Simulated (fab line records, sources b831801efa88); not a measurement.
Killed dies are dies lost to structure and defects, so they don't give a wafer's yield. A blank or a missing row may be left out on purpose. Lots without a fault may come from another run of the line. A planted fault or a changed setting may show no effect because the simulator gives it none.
Chamber matching | flow sky130 | SKY_PASSIVATION_CVD_02 on pecvd-03: 3 sister chambers
The step deposits Si3N4, target thk 540 nm. 14 wafers are shown with their chamber, then 7 later ones without.

WAFERS WITH THEIR CHAMBER
wafer  | chamber | heater_power_w (W) | rf_fwd_power_W (W)
L182.1 | 1       | 1065               | 447.0
L182.3 | 2       | 664                | 450.9
L182.6 | 1       | 1084               | 449.7
L184.2 | 2       | 763                | 448.0
L184.4 | 2       | 787                | 449.1
L184.6 | 0       | 850                | 447.9
L185.2 | 1       | 1057               | 448.5
L185.4 | 2       | 752                | 448.5
L185.6 | 0       | 899                | 447.5
L189.2 | 0       | 836                | 447.7
L189.3 | 1       | 1136               | 449.2
L189.6 | 0       | 866                | 451.2
L191.1 | 0       | 841                | 447.9
L191.2 | 2       | 759                | 447.8

SIGNATURES (means of the wafers above)
reading        | chamber 0 | chamber 1 | chamber 2 | scatter within a chamber
heater_power_w | 858.40    | 1085.50   | 745.00    | 37.2
rf_fwd_power_W | 448.440   | 448.600   | 448.860   | 1.35
Rule: a wafer's distance from a chamber is the root of the sum, over the readings, of the square of ((its reading less the chamber's mean) divided by the reading's scatter). The wafer belongs to the nearest chamber; if the next one is less than 2 further off, it can't be placed. The scatter: the root of (the sum of the squares of (reading less its chamber's mean) over the shown wafers, divided by (wafers less chambers)).

WAFERS WITHOUT THEIR CHAMBER
wafer  | heater_power_w (W) | rf_fwd_power_W (W)
L191.6 | 1081               | 449.1
L197.1 | 778                | 448.9
L197.3 | 1112               | 448.0
L197.5 | 633                | 450.4
L203.2 | 792                | 449.8
L203.4 | 1129               | 447.7
L203.5 | 729                | 450.5

WHICH CHAMBER EACH WENT THROUGH
wafer  | from the rows above     | in truth
L191.6 | 1                       | 1
L197.1 | can't be placed: 2 or 0 | 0
L197.3 | 1                       | 1
L197.5 | 2                       | 2
L203.2 | can't be placed: 2 or 0 | 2
L203.4 | 1                       | 1
L203.5 | 2                       | 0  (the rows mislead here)
Placed correctly: 4 of 7. Can't be placed from these rows: 2 (the true chamber is among the candidates in 2). Placed wrongly: 1.
